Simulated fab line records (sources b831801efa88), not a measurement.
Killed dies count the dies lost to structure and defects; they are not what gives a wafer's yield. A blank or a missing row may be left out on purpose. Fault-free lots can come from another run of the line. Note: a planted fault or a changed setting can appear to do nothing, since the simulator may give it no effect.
Commonality check across tools / flow sky130 / Sample size 13 lots and 39 wafers

WHY THIS WAS OPENED
At SKY_NWELL_RS_MEAS_31 the reading PWDE_RS is flagged on 2 of 13 lots. No-fault wafers: 5276 ohm/sq, standard deviation 15.
Rule: flag the lot when none of its wafers has a number, or when each of its wafers that has one lies beyond 4 standard deviations from that mean. All remaining lots are regarded as sound.

lot=L172; measured=day 5 22:16; on=film metro-01; PWDE_RS (ohm/sq), wafer by wafer=5276 5266 5262; flag=
lot=L173; measured=day 6 05:52; on=film metro-04; PWDE_RS (ohm/sq), wafer by wafer=5263 5269 5269; flag=
lot=L177; measured=day 7 02:59; on=film metro-04; PWDE_RS (ohm/sq), wafer by wafer=5272 5259 5248; flag=
lot=L178; measured=day 7 09:08; on=film metro-01; PWDE_RS (ohm/sq), wafer by wafer=5275 5284 5282; flag=
lot=L180; measured=day 7 18:16; on=film metro-02; PWDE_RS (ohm/sq), wafer by wafer=5282 5295 5292; flag=
lot=L181; measured=day 8 01:17; on=film metro-02; PWDE_RS (ohm/sq), wafer by wafer=5279 5276 5286; flag=
lot=L182; measured=day 8 05:35; on=film metro-02; PWDE_RS (ohm/sq), wafer by wafer=5285 5272 5284; flag=
lot=L183; measured=day 8 17:46; on=film metro-04; PWDE_RS (ohm/sq), wafer by wafer=5250 5256 5252; flag=
lot=L184; measured=day 8 20:10; on=film metro-04; PWDE_RS (ohm/sq), wafer by wafer=5267 5263 5270; flag=
lot=L185; measured=day 9 04:25; on=film metro-04; PWDE_RS (ohm/sq), wafer by wafer=5259 5261 5275; flag=
lot=L190; measured=day 10 06:10; on=film metro-01; PWDE_RS (ohm/sq), wafer by wafer=5292 5296 5286; flag=
lot=L193; measured=day 11 05:16; on=film metro-01; PWDE_RS (ohm/sq), wafer by wafer=5387 5384 5390; flag=FLAGGED
lot=L194; measured=day 11 09:42; on=film metro-04; PWDE_RS (ohm/sq), wafer by wafer=5387 5378 5381; flag=FLAGGED
Average over the flagged lots: 5384 ohm/sq; offset from the usual +108 ohm/sq, equal to +7 standard deviations.

WHICH TOOL RAN EACH LOT
The record holds 1 process step before the reading, out of a route of 708 steps. In each cell: the tool, then ch and the chambers that the sampled wafers went through, then the start.
lot=L172; flag=; SKY_PWDE_IMPLANT_08=implanter-02 ch 0, day 4 08:25
lot=L173; flag=; SKY_PWDE_IMPLANT_08=implanter-02 ch 0, day 4 15:37
lot=L177; flag=; SKY_PWDE_IMPLANT_08=implanter-02 ch 0, day 5 10:53
lot=L178; flag=; SKY_PWDE_IMPLANT_08=implanter-01 ch 0, day 5 16:41
lot=L180; flag=; SKY_PWDE_IMPLANT_08=implanter-02 ch 0, day 6 01:22
lot=L181; flag=; SKY_PWDE_IMPLANT_08=implanter-04 ch 0, day 6 07:40
lot=L182; flag=; SKY_PWDE_IMPLANT_08=implanter-01 ch 0, day 6 12:04
lot=L183; flag=; SKY_PWDE_IMPLANT_08=implanter-02 ch 0, day 6 23:32
lot=L184; flag=; SKY_PWDE_IMPLANT_08=implanter-01 ch 0, day 7 01:49
lot=L185; flag=; SKY_PWDE_IMPLANT_08=implanter-04 ch 0, day 7 08:11
lot=L190; flag=; SKY_PWDE_IMPLANT_08=implanter-02 ch 0, day 8 06:50
lot=L193; flag=FLAGGED; SKY_PWDE_IMPLANT_08=implanter-02 ch 0, day 9 06:02
lot=L194; flag=FLAGGED; SKY_PWDE_IMPLANT_08=implanter-02 ch 0, day 9 10:40
What these steps do:
- SKY_PWDE_IMPLANT_08
- SKY_NWELL_RS_MEAS_31: measures by four-point-probe.

FLAGGED OVER TOTAL, TOOL BY TOOL (the gauges that took the reading come last)
step=SKY_PWDE_IMPLANT_08; tool=implanter-01; lots run=3; flagged=0; share of the flagged lots=none; sound lots run after its first flagged lot=-
step=SKY_PWDE_IMPLANT_08; tool=implanter-02; lots run=8; flagged=2; share of the flagged lots=all; sound lots run after its first flagged lot=0
step=SKY_PWDE_IMPLANT_08; tool=implanter-04; lots run=2; flagged=0; share of the flagged lots=none; sound lots run after its first flagged lot=-
step=SKY_NWELL_RS_MEAS_31; tool=film metro-01; lots run=4; flagged=1; share of the flagged lots=some; sound lots run after its first flagged lot=0
step=SKY_NWELL_RS_MEAS_31; tool=film metro-02; lots run=3; flagged=0; share of the flagged lots=none; sound lots run after its first flagged lot=-
step=SKY_NWELL_RS_MEAS_31; tool=film metro-04; lots run=6; flagged=1; share of the flagged lots=some; sound lots run after its first flagged lot=0

WHAT THE TABLE ALLOWS
In the table, 1 row covers all flagged lots: implanter-02 at SKY_PWDE_IMPLANT_08.
- implanter-02 at SKY_PWDE_IMPLANT_08: 2 of its 8 lots flagged. Last sound lot L190 at day 8 06:50, first flagged lot L193 at day 9 06:02; a fault beginning in between fits. Its own readings (dose ions cm2) fall more than 4 standard deviations out on all wafers of the flagged lots.
Left over: one tool, implanter-02 at SKY_PWDE_IMPLANT_08.

WHAT HAD BEEN PUT IN BY THE SIMULATOR
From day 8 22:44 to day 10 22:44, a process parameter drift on implanter-02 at SKY_PWDE_IMPLANT_08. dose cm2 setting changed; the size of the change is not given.
Struck lots among those shown: L193, L194. The rule above reached the same finding.
